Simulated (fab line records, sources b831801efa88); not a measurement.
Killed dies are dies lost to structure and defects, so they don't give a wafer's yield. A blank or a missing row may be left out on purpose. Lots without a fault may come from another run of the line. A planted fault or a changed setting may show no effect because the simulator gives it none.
fab line records | flow sky130
record lots=10 wafers=30 last_day=50
route steps=708 shown METAL3@564 VIA3@576 CAP2M@605 PAD_OPEN@708
lots that met no fault: from a run of the same line without faults
start_h: hours from the record's first day to the start of the lot's first wafer shown | wait_h: hours since the lot's step before | " the same as in the row above | L1.1+2: a row that stands for several wafers | - no value, or no start given | * or withheld: withheld | < > ~ a bound
route shown NAME@n: a module of which the file shows steps, and the number in the route of the first | usual: mean/standard deviation of fault-free wafers | same: alike in all rows | chamber/n: place in a boat | sites: the reading at each site | _std_site: their standard deviation | _edge_site: outer sites' mean less inner sites' | radius_mm: how far each site lies from the wafer's centre | mask NAME#n: copy n | behind: the tool/chamber that last shaped the wafer | hold: why the lot was held/for how many hours/how that ended | device: the transistor (n, p or np) that didn't switch | end of line: the same wafers' tests at the end of the route | a step without rows: its recipe alone | killed: dies lost to structure and defects at the first sort, not the wafer's yield | map: a wafer's dies, x killed, . not, _ none there
set.NAME: the setting as run; set.NAME@STEP: as run at that earlier step | model.NAME: the simulator's own value behind a step, which no gauge read
steps of the route over a sample of lots; a table a step, a row a wafer
services: from which hour (start_h, from the record's first day; less than 0 if before it) a tool's chamber was out of use, for how many hours, and why
## steps
# step SKY_METAL3_OVL_MEAS_14
# usual METAL3_OVL=-2/5.2
# columns lot.wafer tool chamber start_h wait_h METAL3_OVL[nm]
L305.1 overlay-01 - 902.62 0.1 -14
L305.3 " - " " -13
L305.4 " - " " -10
L310.1 overlay-02 - 946.00 0.1 -4
L310.4 " - " " -6
L310.5 " - " " -7
L311.1 overlay-01 - 976.61 0.1 -1
L311.4 " - " " 3
L311.5 " - " " -6
L317.1 overlay-02 - 991.00 0.1 -9
L317.2 " - " " -6
L317.6 " - " " -10
L321.1 overlay-01 - 1018.55 0.1 2
L321.2 " - " " -11
L321.4 " - " " -4
L322.1 overlay-01 - 1019.26 0.1 -2
L322.3 " - " " 2
L322.5 " - " " -5
L323.2 overlay-02 - 1028.91 0.1 -6
L323.3 " - " " -6
L323.5 " - " " -4
L324.1 overlay-02 - 1037.46 0.1 -4
L324.2 " - " " -1
L324.6 " - " " 0
L325.2 overlay-01 - 1039.51 0.1 -4
L325.3 " - " " 7
L325.6 " - " " 4
L327.2 overlay-01 - 1053.61 0.1 -2
L327.3 " - " " -2
L327.4 " - " " -5
# step SKY_VIA3_BOW_MEAS_03
# recipe mode=bow
# usual VIA3_BOW=80/8.1
# columns lot.wafer tool chamber start_h wait_h VIA3_BOW[um]
L305.1 film_metro-04 - 904.14 0.2 77
L305.3 " - " " 85
L305.4 " - " " 60
L310.1 film_metro-01 - 947.53 0.2 84
L310.4 " - " " 86
L310.5 " - " " 83
L311.1 film_metro-02 - 978.33 0.2 79
L311.4 " - " " 91
L311.5 " - " " 85
L317.1 film_metro-02 - 992.49 0.2 79
L317.2 " - " " 81
L317.6 " - " " 83
L321.1 film_metro-01 - 1020.05 0.2 70
L321.2 " - " " 76
L321.4 " - " " 78
L322.1 film_metro-04 - 1020.74 0.1 84
L322.3 " - " " 84
L322.5 " - " " 71
L323.2 film_metro-01 - 1030.40 0.2 82
L323.3 " - " " 93
L323.5 " - " " 81
L324.1 film_metro-04 - 1038.94 0.1 85
L324.2 " - " " 75
L324.6 " - " " 81
L325.2 film_metro-02 - 1041.01 0.3 83
L325.3 " - " " 84
L325.6 " - " " 83
L327.2 film_metro-04 - 1055.11 0.2 74
L327.3 " - " " 66
L327.4 " - " " 67
# step SKY_VIA3_ETCH_14
# recipe chemistry=N2/H2 target=BARC ion_energy_ev=200 source_w=500 bias_w=100 pressure_mtorr=30 n2_flow_sccm=100 h2_flow_sccm=200 stop_on=SiO2 time_s=45.9 target_depth_a=600
# usual drypump_motor_current_A=5.8/0.41 n2_flow_sccm=99.99/0.29 oes_product_au=0.855/0.0048 throttle_valve_pct=13.225/0.0084
# columns lot.wafer tool chamber start_h wait_h drypump_motor_current_A n2_flow_sccm oes_product_au rf_hours_counter_h throttle_valve_pct
L305.1 rie_diel-02 0 929.19 0.0 5.8 99.66 0.857 30 13.236
L305.3 " 1 " " 6.0 99.97 0.850 27 13.233
L305.4 " 2 " " 5.4 99.88 0.856 14 13.227
L310.1 rie_diel-02 1 971.84 0.0 6.0 100.15 0.852 28 13.235
L310.4 " 3 " " 5.5 99.94 0.856 5 13.227
L310.5 " 2 " " 5.5 99.63 0.859 - 13.238
L311.1 rie_diel-04 0 1001.94 0.0 6.3 99.80 0.849 18 13.218
L311.4 " 0 " " 6.3 100.24 0.855 - 13.219
L311.5 " 3 " " 5.8 100.52 0.860 - 13.237
L317.1 rie_diel-04 3 1015.34 0.0 5.9 100.00 0.860 9 13.230
L317.2 " 1 " " 6.2 99.79 0.864 9 13.228
L317.6 " 3 " " 5.9 100.19 0.854 - 13.227
L321.1 rie_diel-02 2 1042.54 0.0 5.4 100.37 0.855 18 13.220
L321.2 " 1 " " 6.0 100.36 0.857 30 13.222
L321.4 " 3 " " 5.5 99.60 0.856 7 13.223
L322.1 rie_diel-04 2 1043.09 0.0 6.5 99.97 0.847 18 13.231
L322.3 " 0 " " 6.3 99.67 0.852 21 13.224
L322.5 " 3 " " 5.8 100.31 0.844 - 13.219
L323.2 rie_diel-02 2 1053.14 0.0 5.5 100.19 0.861 18 13.220
L323.3 " 3 " " 5.5 100.08 0.857 8 13.229
L323.5 " 2 " " 5.5 100.40 0.847 - 13.217
L324.1 rie_diel-02 1 1060.66 0.0 6.0 99.96 0.853 31 13.235
L324.2 " 2 " " 5.4 99.82 0.856 19 13.238
L324.6 " 0 " " 5.9 100.23 0.864 - 13.240
L325.2 rie_diel-02 3 1063.34 0.0 5.5 100.14 0.862 8 13.221
L325.3 " 2 " " 5.5 99.96 0.856 19 13.224
L325.6 " 3 " " 5.5 100.50 0.851 - 13.221
L327.2 rie_diel-04 0 1076.99 0.0 6.2 99.81 0.859 22 13.228
L327.3 " 2 " " 6.5 99.80 0.857 19 13.226
L327.4 " 3 " " 5.8 100.00 0.853 11 13.221
# step SKY_CAP2M_SPUTTER_02
# recipe material=TiN target_thk_nm=200 temp_c=300 power_w=6500 time_s=166.7 chamber_pressure_pa=0.4
# usual throttle_valve_pct=30.2/1.5
# columns lot.wafer tool chamber start_h wait_h throttle_valve_pct
L305.1 pvd_sputter-03 - 930.82 0.1 31.5
L305.3 " - " " 30.5
L305.4 " - " " 31.3
L310.1 pvd_sputter-01 - 973.87 0.1 31.9
L310.4 " - " " 27.5
L310.5 " - " " 29.3
L311.1 pvd_sputter-03 - 1003.60 0.1 28.2
L311.4 " - " " 31.2
L311.5 " - " " 31.5
L317.1 pvd_sputter-03 - 1016.95 0.1 30.6
L317.2 " - " " 31.5
L317.6 " - " " 31.2
L321.1 pvd_sputter-01 - 1044.13 0.1 27.7
L321.2 " - " " 29.5
L321.4 " - " " 28.5
L322.1 pvd_sputter-03 - 1044.69 0.1 31.6
L322.3 " - " " 31.1
L322.5 " - " " 31.1
L323.2 pvd_sputter-01 - 1054.73 0.0 28.7
L323.3 " - " " 29.2
L323.5 " - " " 27.5
L324.1 pvd_sputter-02 - 1062.28 0.1 30.5
L324.2 " - " " 31.9
L324.6 " - " " 31.5
L325.2 pvd_sputter-02 - 1064.97 0.0 30.3
L325.3 " - " " 30.5
L325.6 " - " " 30.3
L327.2 pvd_sputter-01 - 1078.58 0.0 32.3
L327.3 " - " " 27.7
L327.4 " - " " 29.2
# step SKY_CAP2M_RS_MEAS_03
# recipe thk_meas_gauge=four-point-probe reads=TiN_of_CAP2M_SPUTTER_02
# usual CAP2M_TIN_RS=6.90/0.081
# columns lot.wafer tool chamber start_h wait_h CAP2M_TIN_RS[ohm/sq]
L305.1 film_metro-03 - 930.93 0.1 6.97
L305.3 " - " " 7.03
L305.4 " - " " 6.94
L310.1 film_metro-01 - 973.98 0.1 6.98
L310.4 " - " " 6.88
L310.5 " - " " 7.04
L311.1 film_metro-03 - 1003.71 0.1 6.87
L311.4 " - " " 6.83
L311.5 " - " " 6.98
L317.1 film_metro-04 - 1017.05 0.1 15.61
L317.2 " - " " 6.95
L317.6 " - " " 6.87
L321.1 film_metro-01 - 1044.24 0.1 6.75
L321.2 " - " " 6.84
L321.4 " - " " 6.72
L322.1 film_metro-01 - 1044.81 0.1 7.08
L322.3 " - " " 6.92
L322.5 " - " " 6.95
L323.2 film_metro-01 - 1054.86 0.1 6.87
L323.3 " - " " 6.87
L323.5 " - " " 6.79
L324.1 film_metro-03 - 1062.39 0.1 6.71
L324.2 " - " " 6.96
L324.6 " - " " 6.95
L325.2 film_metro-04 - 1065.10 0.1 6.75
L325.3 " - " " 6.96
L325.6 " - " " 6.81
L327.2 film_metro-04 - 1078.71 0.1 6.86
L327.3 " - " " 6.79
L327.4 " - " " 6.98
# step SKY_CAP2M_THK_MEAS_04
# recipe thk_meas_gauge=xrf reads=TiN_of_CAP2M_SPUTTER_02
# usual CAP2M_TIN_THK=198.9/2.7
# columns lot.wafer tool chamber start_h wait_h CAP2M_TIN_THK[nm]
L305.1 film_metro-03 - 931.05 0.1 195.7
L305.3 " - " " 194.6
L305.4 " - " " 196.5
L310.1 film_metro-01 - 974.10 0.1 197.1
L310.4 " - " " 199.7
L310.5 " - " " 194.8
L311.1 film_metro-03 - 1003.83 0.1 198.2
L311.4 " - " " 199.0
L311.5 " - " " 195.0
L317.1 film_metro-04 - 1017.17 0.1 89.6
L317.2 " - " " 196.6
L317.6 " - " " 198.6
L321.1 film_metro-01 - 1044.36 0.1 204.8
L321.2 " - " " 201.5
L321.4 " - " " 205.1
L322.1 film_metro-01 - 1044.93 0.1 194.8
L322.3 " - " " 200.3
L322.5 " - " " 198.0
L323.2 film_metro-01 - 1054.97 0.1 201.1
L323.3 " - " " 201.6
L323.5 " - " " 202.9
L324.1 film_metro-03 - 1062.51 0.1 204.2
L324.2 " - " " 196.5
L324.6 " - " " 197.6
L325.2 film_metro-04 - 1065.21 0.1 202.4
L325.3 " - " " 197.8
L325.6 " - " " 201.2
L327.2 film_metro-04 - 1078.82 0.1 198.7
L327.3 " - " " 201.3
L327.4 " - " " 196.8
# step SKY_CAP2M_METAL_ETCH_13
# recipe target_depth_nm=220 stop_on=SiO2 chemistry=Cl2/BCl3 target=TiN pressure_mtorr=10 icp_w=900 bias_w=48.5 Cl2_flow_sccm=60 bcl3_flow_sccm=30 time_s=62.9
# usual drypump_motor_current_A=5.7/0.53 oes_product_au=0.942/0.0082 throttle_valve_pct=21.901/0.0097
# columns lot.wafer tool chamber start_h wait_h drypump_motor_current_A oes_product_au rf_hours_counter_h throttle_valve_pct
L305.1 rie_metal-01 0 954.82 0.0 6.3 0.936 12 21.902
L305.3 " 0 " " 6.3 0.937 - 21.908
L305.4 " 0 " " 6.3 0.937 - 21.900
L310.1 rie_metal-03 1 997.72 0.0 6.0 0.926 13 21.907
L310.4 " 1 " " 6.0 0.942 - 21.908
L310.5 " 0 " " 5.6 0.936 - 21.921
L311.1 rie_metal-03 1 1025.87 0.0 6.0 0.947 15 21.905
L311.4 " 0 " " 5.6 0.950 - 21.903
L311.5 " 1 " " 5.9 0.936 - 21.898
L317.1 rie_metal-04 0 1039.67 0.0 4.7 0.631 20 22.101
L317.2 " 1 " " 5.9 0.942 8 21.888
L317.6 " 0 " " 4.7 0.947 - 21.896
L321.1 rie_metal-03 0 1065.97 0.0 5.6 0.952 15 21.883
L321.2 " 1 " " 6.0 0.952 17 21.903
L321.4 " 1 " " 5.9 0.966 - 21.891
L322.1 rie_metal-01 0 1066.87 0.0 6.3 0.926 20 21.915
L322.3 " 1 " " 5.2 0.934 - 21.911
L322.5 " 1 " " 5.2 0.943 - 21.914
L323.2 rie_metal-04 1 1075.87 0.0 5.9 0.949 10 21.891
L323.3 " 0 " " 4.7 0.947 - 21.892
L323.5 " 1 " " 5.9 0.948 - 21.882
L324.1 rie_metal-04 0 1083.17 0.0 4.7 0.954 23 21.888
L324.2 " 1 " " 5.9 0.945 10 21.894
L324.6 " 0 " " 4.7 0.930 - 21.916
L325.2 rie_metal-01 0 1085.72 0.0 6.3 0.960 20 21.895
L325.3 " 1 " " 5.2 0.935 - 21.900
L325.6 " 0 " " 6.3 0.943 - 21.899
L327.2 rie_metal-01 0 1098.97 0.0 6.3 0.951 22 21.923
L327.3 " 1 " " 5.2 0.950 - 21.904
L327.4 " 0 " " 6.3 0.924 - 21.900
# step SKY_PAD_OPEN_PROBE_99
# usual defect_limited_yield=82.5/1.8 killed_at_M0_to_M3=44/6.6 killed_at_M4_up=2.9/1.8 killed_at_contacts=24/4.8 killed_at_front_end=15/4.5 killed_at_other=0.3/0.64 killed_dies=86/8.7 killed_open=47/6.5 killed_short=39/5.8 sort_bin_3_pad_short=0.9/0.4 sort_bin_5_function=10.3/1.4 sort_bin_6_memory=6.2/1.1 sort_n_pass=406/8.7 sort_yield_pct=82.5/1.8
# same gross_dies=492 killed_at_back_side=0 sort_bin_4_leakage[%]=0 sort_bin_8_speed[%]=0
# columns lot.wafer tool chamber start_h wait_h defect_limited_yield[%] killed_at_M0_to_M3 killed_at_M4_up killed_at_contacts killed_at_front_end killed_at_other killed_dies killed_open killed_short sort_bin_3_pad_short[%] sort_bin_5_function[%] sort_bin_6_memory[%] sort_n_pass sort_yield_pct[%]
L311.1 prober-01 - 1137.72 0.1 80.9 34 2 38 20 0 94 51 43 0.2 12.2 6.7 398 80.9
L311.4 prober-01 - 1137.87 0.2 81.7 47 1 24 16 2 90 47 41 1.4 10.6 6.3 402 81.7
L311.5 prober-01 - 1137.92 0.2 82.1 46 6 19 17 0 88 52 36 1.6 11.0 5.3 404 82.1
L321.1 prober-02 - 1168.54 0.1 79.9 55 6 24 14 0 99 57 41 1.0 10.8 8.3 393 79.9
L321.2 prober-02 - 1168.59 0.1 84.1 37 5 24 12 0 78 39 38 0.6 10.0 5.3 414 84.1
L321.4 prober-02 - 1168.69 0.2 83.1 42 4 22 15 0 83 38 43 1.2 7.9 7.7 409 83.1
L324.1 prober-01 - 1181.80 0.1 79.5 52 3 30 15 1 101 60 40 0.6 11.6 8.3 391 79.5
L324.2 prober-01 - 1181.85 0.1 84.6 37 0 25 14 0 76 36 39 1.2 8.9 5.3 416 84.6
L324.6 prober-01 - 1182.05 0.2 83.1 39 4 24 16 0 83 44 38 0.8 9.8 6.3 409 83.1
# killed by level:class
L311.1 CONTACT:geometric_particle:open=10 CONTACT:geometric_particle:short=10 FIELD_ISO:geometric_particle:open=8 LI_CONTACT:geometric_particle:open=8 VIA1:geometric_particle:open=7 FIELD_ISO:geometric_particle:short=6 LOCAL_INTERCONNECT:geometric_particle:short=6 METAL1:geometric_particle:short=6
L311.4 VIA1:geometric_particle:open=9 VIA3:geometric_particle:open=8 VIA2:geometric_particle:open=8 LI_CONTACT:geometric_particle:open=7 CONTACT:geometric_particle:open=7 VIA1:geometric_particle:short=7 FIELD_ISO:geometric_particle:open=6 VIA3:geometric_particle:short=6
L311.5 VIA1:geometric_particle:open=8 VIA2:geometric_particle:open=8 VIA3:geometric_particle:open=8 POLY_GATE:geometric_particle:open=6 FIELD_ISO:geometric_particle:open=5 POLY_GATE:geometric_particle:short=5 CONTACT:geometric_particle:open=5 METAL1:geometric_particle:short=5
L321.1 VIA1:geometric_particle:open=15 VIA3:geometric_particle:open=11 CONTACT:geometric_particle:open=10 LI_CONTACT:geometric_particle:open=8 VIA1:geometric_particle:short=6 FIELD_ISO:geometric_particle:short=5 VIA2:geometric_particle:open=5 VIA3:geometric_particle:short=5
L321.2 LI_CONTACT:geometric_particle:open=7 VIA1:geometric_particle:open=7 VIA3:geometric_particle:open=7 CONTACT:geometric_particle:short=6 CONTACT:geometric_particle:open=6 METAL2:geometric_particle:short=5 FIELD_ISO:geometric_particle:open=4 LOCAL_INTERCONNECT:geometric_particle:short=4
L321.4 VIA1:geometric_particle:open=9 FIELD_ISO:geometric_particle:short=7 VIA1:geometric_particle:short=7 VIA2:geometric_particle:open=6 LI_CONTACT:geometric_particle:open=6 VIA3:geometric_particle:open=6 CONTACT:geometric_particle:open=5 METAL1:geometric_particle:short=5
L324.1 VIA1:geometric_particle:open=11 LI_CONTACT:geometric_particle:open=10 VIA3:geometric_particle:open=10 CONTACT:geometric_particle:open=9 METAL1:geometric_particle:short=7 VIA1:geometric_particle:short=5 VIA2:geometric_particle:open=4 LI_CONTACT:geometric_particle:short=4
L324.2 VIA2:geometric_particle:open=11 METAL2:geometric_particle:short=7 VIA1:geometric_particle:open=7 LI_CONTACT:geometric_particle:open=6 LOCAL_INTERCONNECT:geometric_particle:short=5 CONTACT:geometric_particle:open=5 CONTACT:geometric_particle:short=5 FIELD_ISO:geometric_particle:short=4
L324.6 VIA2:geometric_particle:open=10 LI_CONTACT:geometric_particle:open=8 CONTACT:geometric_particle:open=8 FIELD_ISO:geometric_particle:short=5 VIA1:geometric_particle:short=5 METAL1:geometric_particle:short=5 FIELD_ISO:geometric_particle:open=4 LI_CONTACT:geometric_particle:short=4
## services
# columns tool chamber start_h hours kind
pvd_sputter-01 - 910.54 0.6 repair
pvd_sputter-03 - 917.18 5.9 repair
pvd_sputter-02 - 919.67 4.8 repair
rie_diel-04 3 924.06 1.8 repair
rie_diel-02 - 926.42 2.4 repair
rie_diel-02 0 932.11 - clean
rie_diel-02 0 932.11 - consumable_replace:showerhead
rie_diel-02 0 932.11 24.5 scheduled_down
rie_diel-02 0 932.11 24.5 vent_cycle
rie_metal-01 1 946.88 9.2 repair
pvd_sputter-03 - 950.78 5.2 repair
rie_diel-04 - 969.17 14.6 pm
rie_metal-01 1 970.98 21.7 repair
rie_diel-04 1 995.31 19.5 repair
rie_diel-04 2 995.54 33.2 repair
pvd_sputter-02 - 995.68 8.0 repair
rie_diel-04 0 997.77 1.8 repair
pvd_sputter-02 - 1021.72 33.6 repair
rie_diel-02 - 1021.77 14.6 pm
rie_metal-03 - 1026.89 2.8 pm
rie_diel-04 3 1027.92 6.6 repair
rie_diel-02 1 1080.51 - clean
rie_diel-02 1 1080.51 25.2 scheduled_down
rie_diel-02 1 1080.51 25.2 vent_cycle
## key
first_sign step=SKY_CAP2M_RS_MEAS_03 reading=CAP2M_TIN_RS direction=up sigmas=99+ usual=6.90 struck=15.61
effect step=SKY_CAP2M_THK_MEAS_04 reading=CAP2M_TIN_THK direction=down sigmas=41 usual=198.9 struck=89.6
effect step=SKY_CAP2M_METAL_ETCH_13 reading=oes_product_au direction=down sigmas=38 usual=0.942 struck=0.631
met_at SKY_CAP2M_SPUTTER_02
struck_lots L317
struck_wafers L317.1
not_acting_at SKY_METAL3_OVL_MEAS_14,SKY_VIA3_BOW_MEAS_03,SKY_VIA3_ETCH_14
onset_between 930.82 1016.95
fault kind=process_parameter_drift tool=pvd_sputter-03 chamber=- onset_h=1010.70 steps=SKY_CAP2M_SPUTTER_02 channel=target_thk_nm offset=-106.8 shape=step end_h=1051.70 acts_in=these_recipes_only stated=200 scope=struck_wafers_only
